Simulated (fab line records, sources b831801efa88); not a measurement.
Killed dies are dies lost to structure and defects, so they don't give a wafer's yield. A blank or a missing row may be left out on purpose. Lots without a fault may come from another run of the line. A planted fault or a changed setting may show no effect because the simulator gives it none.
Chamber matching | flow sky130 | SKY_PASSIVATION_CVD_00 on pecvd-01: 3 sister chambers
The step deposits SiO2, target thk 90 nm. 3 wafers are shown with their chamber, then 12 later ones without.

WAFERS WITH THEIR CHAMBER
wafer  | chamber | heater_power_w (W)
L084.5 | 2       | 682
L088.4 | 0       | 751
L088.5 | 1       | 560

WAFERS WITHOUT THEIR CHAMBER
wafer  | heater_power_w (W)
L089.3 | 689
L089.4 | 757
L089.6 | 712
L090.3 | 633
L090.5 | 768
L090.6 | 646
L091.2 | 653
L091.4 | 698
L091.6 | 765
L096.3 | 585
L096.4 | 703
L096.5 | 679

WHICH CHAMBER EACH WENT THROUGH
wafer  | from the rows above     | in truth
L089.3 | 2                       | 2
L089.4 | 0                       | 0
L089.6 | can't be placed: 2 or 0 | 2
L090.3 | can't be placed: 2 or 1 | 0
L090.5 | 0                       | 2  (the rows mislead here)
L090.6 | 2                       | 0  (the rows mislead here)
L091.2 | 2                       | 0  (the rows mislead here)
L091.4 | can't be placed: 2 or 0 | 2
L091.6 | 0                       | 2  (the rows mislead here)
L096.3 | 1                       | 1
L096.4 | can't be placed: 2 or 0 | 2
L096.5 | 2                       | 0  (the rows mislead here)
Placed correctly: 3 of 12. Can't be placed from these rows: 4 (the true chamber is among the candidates in 3). Placed wrongly: 5.
How it was worked out, from the rows above alone: a wafer's distance from a chamber is the root of the sum, over the readings, of the square of ((its reading less the chamber's mean) divided by the reading's scatter). The wafer belongs to the nearest chamber; if the next one is less than 2 further off, it can't be placed. A chamber's mean is the mean of its shown wafers. The scatter: with one shown wafer a chamber, the root of the mean of the squares of how far each hidden wafer lies from its nearest shown one.
